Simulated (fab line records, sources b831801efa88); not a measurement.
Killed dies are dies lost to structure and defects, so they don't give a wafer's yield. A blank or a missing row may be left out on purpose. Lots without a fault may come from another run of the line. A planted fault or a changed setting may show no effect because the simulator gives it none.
fab line records | flow sky130
record lots=13 wafers=39 last_day=50
route steps=708 shown SONOS_TUNNEL@161 SONOS_ONO@171 GATE_OXIDE@198
lots that met no fault: from a run of the same line without faults
start_h: hours from the record's first day to the start of the lot's first wafer shown | wait_h: hours since the lot's step before | " the same as in the row above | L1.1+2: a row that stands for several wafers | - no value, or no start given | * or withheld: withheld | < > ~ a bound
route shown NAME@n: a module of which the file shows steps, and the number in the route of the first | usual: mean/standard deviation of fault-free wafers | same: alike in all rows | chamber/n: place in a boat | sites: the reading at each site | _std_site: their standard deviation | _edge_site: outer sites' mean less inner sites' | radius_mm: how far each site lies from the wafer's centre | mask NAME#n: copy n | behind: the tool/chamber that last shaped the wafer | hold: why the lot was held/for how many hours/how that ended | device: the transistor (n, p or np) that didn't switch | end of line: the same wafers' tests at the end of the route | a step without rows: its recipe alone | killed: dies lost to structure and defects at the first sort, not the wafer's yield | map: a wafer's dies, x killed, . not, _ none there
set.NAME: the setting as run; set.NAME@STEP: as run at that earlier step | model.NAME: the simulator's own value behind a step, which no gauge read
steps of the route over a sample of lots; a table a step, a row a wafer
services: from which hour (start_h, from the record's first day; less than 0 if before it) a tool's chamber was out of use, for how many hours, and why
## steps
# step SKY_SONOS_TUNNEL_CD_MEAS_07
# recipe target_cd_nm=410
# usual cd_nm=410.3/2.4
# columns lot.wafer tool chamber start_h wait_h cd_nm
L232.2 cd_sem-01 - 253.70 0.1 413.3
L232.3 " - " " 413.0
L232.4 " - " " 413.4
L235.1 cd_sem-02 - 280.51 0.1 412.4
L235.4 " - " " 409.8
L235.6 " - " " 410.2
L237.1 cd_sem-01 - 291.96 0.1 409.1
L237.4 " - " " 408.8
L237.6 " - " " 408.9
L238.1 cd_sem-02 - 300.06 0.1 409.9
L238.2 " - " " 407.5
L238.6 " - " " 405.0
L239.1 cd_sem-02 - 312.21 0.1 407.8
L239.2 " - " " 408.9
L239.4 " - " " 408.4
L240.2 cd_sem-01 - 317.93 0.1 413.1
L240.3 " - " " 412.5
L240.6 " - " " 414.9
L241.1 cd_sem-01 - 321.21 0.1 407.8
L241.3 " - " " 408.1
L241.5 " - " " 405.8
L243.1 cd_sem-02 - 344.93 0.1 408.9
L243.4 " - " " 409.0
L243.5 " - " " 411.6
L251.2 cd_sem-01 - 403.63 0.1 410.2
L251.3 " - " " 412.8
L251.4 " - " " 413.2
L252.3 cd_sem-02 - 412.50 0.1 411.0
L252.4 " - " " 410.8
L252.5 " - " " 410.5
L253.2 cd_sem-02 - 419.43 0.1 415.3
L253.5 " - " " 414.2
L253.6 " - " " 415.6
L254.2 cd_sem-02 - 428.58 0.1 412.3
L254.3 " - " " 411.5
L254.4 " - " " 412.3
L255.1 cd_sem-01 - 431.91 0.1 410.2
L255.2 " - " " 407.4
L255.6 " - " " 410.9
# step SKY_SONOS_TUNNEL_TW_MEAS_12
# usual SONOS_TUNNEL_TW=198.8/1
# columns lot.wafer tool chamber start_h wait_h SONOS_TUNNEL_TW
L232.2 film_metro-04 - 254.28 0.0 199.6
L232.3 " - " " 199.8
L232.4 " - " " 199.3
L235.1 film_metro-03 - 281.08 0.0 196.4
L235.4 " - " " 197.2
L235.6 " - " " 198.1
L237.1 film_metro-03 - 292.53 0.0 198.9
L237.4 " - " " 198.6
L237.6 " - " " 199.5
L238.1 film_metro-03 - 300.88 0.0 198.4
L238.2 " - " " 197.8
L238.6 " - " " 198.9
L239.1 film_metro-02 - 312.78 0.0 197.9
L239.2 " - " " 197.4
L239.4 " - " " 197.0
L240.2 film_metro-04 - 318.49 0.0 198.9
L240.3 " - " " 198.8
L240.6 " - " " 199.4
L241.1 film_metro-04 - 321.80 0.0 198.5
L241.3 " - " " 199.6
L241.5 " - " " 200.6
L243.1 film_metro-02 - 345.50 0.0 197.7
L243.4 " - " " 197.9
L243.5 " - " " 196.6
L251.2 film_metro-04 - 404.19 0.0 199.4
L251.3 " - " " 199.9
L251.4 " - " " 199.2
L252.3 film_metro-03 - 413.05 0.0 198.6
L252.4 " - " " 198.3
L252.5 " - " " 197.9
L253.2 film_metro-02 - 420.00 0.0 198.5
L253.5 " - " " 197.8
L253.6 " - " " 197.8
L254.2 film_metro-04 - 429.15 0.0 199.5
L254.3 " - " " 199.3
L254.4 " - " " 199.4
L255.1 film_metro-03 - 432.49 0.0 198.8
L255.2 " - " " 199.4
L255.6 " - " " 199.6
# step SKY_SONOS_ONO_THK_MEAS_03
# recipe reads=Si3N4_of_SONOS_ONO_CVD_02
# usual SONOS_ONO_CVD_02_THK=10.48/0.16
# columns lot.wafer tool chamber start_h wait_h SONOS_ONO_CVD_02_THK[nm]
L232.2 film_metro-04 - 258.13 0.0 10.57
L232.3 " - " " 10.68
L232.4 " - " " 10.50
L235.1 film_metro-03 - 284.57 0.0 10.23
L235.4 " - " " 10.30
L235.6 " - " " 10.29
L237.1 film_metro-01 - 295.21 0.0 10.41
L237.4 " - " " 10.41
L237.6 " - " " 10.38
L238.1 film_metro-04 - 304.58 0.0 10.39
L238.2 " - " " 10.31
L238.6 " - " " 10.52
L239.1 film_metro-01 - 317.58 0.0 10.63
L239.2 " - " " 10.68
L239.4 " - " " 10.58
L240.2 film_metro-03 - 322.99 0.0 10.23
L240.3 " - " " 10.52
L240.6 " - " " 10.48
L241.1 film_metro-01 - 325.82 0.0 10.37
L241.3 " - " " 10.35
L241.5 " - " " 10.38
L243.1 film_metro-03 - 350.50 0.0 10.53
L243.4 " - " " 10.42
L243.5 " - " " 10.60
L251.2 film_metro-04 - 406.86 0.0 10.64
L251.3 " - " " 10.37
L251.4 " - " " 10.41
L252.3 film_metro-04 - 415.61 0.0 10.59
L252.4 " - " " 10.43
L252.5 " - " " 10.39
L253.2 film_metro-01 - 423.12 0.0 10.46
L253.5 " - " " 10.44
L253.6 " - " " 10.48
L254.2 film_metro-04 - 433.84 0.0 10.44
L254.3 " - " " 10.46
L254.4 " - " " 10.54
L255.1 film_metro-01 - 438.96 0.0 10.64
L255.2 " - " " 10.75
L255.6 " - " " 10.72
# step SKY_GATE_OXIDE_IMPLANT_11
# recipe species=B energy_kev=10 dose_cm2=2.6e+12 tilt_deg=withheld
# usual beam_energy_keV=10.000/0.0032
# same implant_ion_amu=11
# columns lot.wafer tool chamber start_h wait_h beam_energy_keV
L232.2 implanter-03 0 311.67 0.0 9.995
L232.3 " 0 " " 10.000
L232.4 " 0 " " 9.999
L235.1 implanter-01 0 340.63 0.0 9.999
L235.4 " 0 " " 9.998
L235.6 " 0 " " 9.998
L237.1 implanter-03 0 351.94 0.0 9.999
L237.4 " 0 " " 10.002
L237.6 " 0 " " 9.998
L238.1 implanter-03 0 361.22 0.0 9.998
L238.2 " 0 " " 10.001
L238.6 " 0 " " 10.001
L239.1 implanter-02 0 375.78 0.0 10.002
L239.2 " 0 " " 10.002
L239.4 " 0 " " 10.001
L240.2 implanter-02 0 382.94 0.0 9.995
L240.3 " 0 " " 9.992
L240.6 " 0 " " 9.993
L241.1 implanter-02 0 385.89 0.0 8.474
L241.3 " 0 " " 8.477
L241.5 " 0 " " 8.471
L243.1 implanter-02 0 412.39 0.0 8.478
L243.4 " 0 " " 8.474
L243.5 " 0 " " 8.471
L251.2 implanter-02 0 473.09 0.0 9.998
L251.3 " 0 " " 9.997
L251.4 " 0 " " 9.999
L252.3 implanter-02 0 481.57 0.1 9.999
L252.4 " 0 " " 10.001
L252.5 " 0 " " 9.998
L253.2 implanter-02 0 488.69 0.0 10.003
L253.5 " 0 " " 10.008
L253.6 " 0 " " 10.001
L254.2 implanter-01 0 500.26 0.0 10.005
L254.3 " 0 " " 10.000
L254.4 " 0 " " 10.001
L255.1 implanter-02 0 505.59 0.0 10.004
L255.2 " 0 " " 10.005
L255.6 " 0 " " 10.003
# step SKY_GATE_OXIDE_TW_MEAS_14
# usual GATE_OXIDE_TW=225.5/1.2
# columns lot.wafer tool chamber start_h wait_h GATE_OXIDE_TW
L232.2 film_metro-02 - 312.01 0.1 225.1
L232.3 " - " " 225.5
L232.4 " - " " 224.6
L235.1 film_metro-04 - 340.99 0.1 225.8
L235.4 " - " " 226.0
L235.6 " - " " 225.3
L237.1 film_metro-04 - 352.30 0.1 226.9
L237.4 " - " " 224.7
L237.6 " - " " 225.8
L238.1 film_metro-01 - 361.57 0.1 226.8
L238.2 " - " " 225.7
L238.6 " - " " 225.7
L239.1 film_metro-02 - 376.14 0.1 223.0
L239.2 " - " " 225.7
L239.4 " - " " 224.5
L240.2 film_metro-04 - 383.38 0.1 226.0
L240.3 " - " " 226.6
L240.6 " - " " 226.9
L241.1 film_metro-02 - 386.35 0.1 217.5
L241.3 " - " " 218.4
L241.5 " - " " 217.2
L243.1 film_metro-04 - 412.74 0.1 216.9
L243.4 " - " " 217.2
L243.5 " - " " 217.5
L251.2 film_metro-02 - 473.43 0.1 226.6
L251.3 " - " " 226.9
L251.4 " - " " 226.1
L252.3 film_metro-01 - 481.89 0.1 226.3
L252.4 " - " " 224.2
L252.5 " - " " 225.2
L253.2 film_metro-02 - 489.03 0.1 223.0
L253.5 " - " " 224.5
L253.6 " - " " 224.3
L254.2 film_metro-01 - 500.60 0.1 225.8
L254.3 " - " " 226.5
L254.4 " - " " 226.9
L255.1 film_metro-01 - 505.95 0.1 226.6
L255.2 " - " " 226.9
L255.6 " - " " 227.1
## services
# columns tool chamber start_h hours kind
implanter-02 - 355.92 4.7 pm
implanter-03 - 400.86 4.7 repair
implanter-01 - 430.40 0.9 repair
implanter-01 - 439.31 2.6 repair
implanter-03 - 445.41 8.0 repair
implanter-03 - 467.99 7.8 repair
implanter-02 - 497.56 2.0 repair
implanter-03 - 503.27 4.7 pm
## key
first_sign step=SKY_GATE_OXIDE_IMPLANT_11 reading=beam_energy_keV direction=down sigmas=99+ usual=* struck=*
effect step=SKY_GATE_OXIDE_TW_MEAS_14 reading=GATE_OXIDE_TW direction=down sigmas=6.6 usual=225.5 struck=217.5
met_at SKY_GATE_OXIDE_IMPLANT_11
struck_lots L241,L243
tester_left_out L241,L243
not_acting_at SKY_SONOS_TUNNEL_CD_MEAS_07,SKY_SONOS_TUNNEL_TW_MEAS_12,SKY_SONOS_ONO_THK_MEAS_03
onset_between 382.94 385.89
fault kind=process_parameter_drift tool=implanter-02 chamber=- onset_h=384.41 steps=SKY_GATE_OXIDE_IMPLANT_11 channel=energy_kev offset=* shape=step end_h=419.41 acts_in=* stated=*
# tester_left_out: of these lots the tester's yield and bins aren't shown, on N5 and GAA mostly nor the transistor test; their killed dies are dies lost to structure and defects alone, not to doping, threshold or leakage, so they don't give the yield
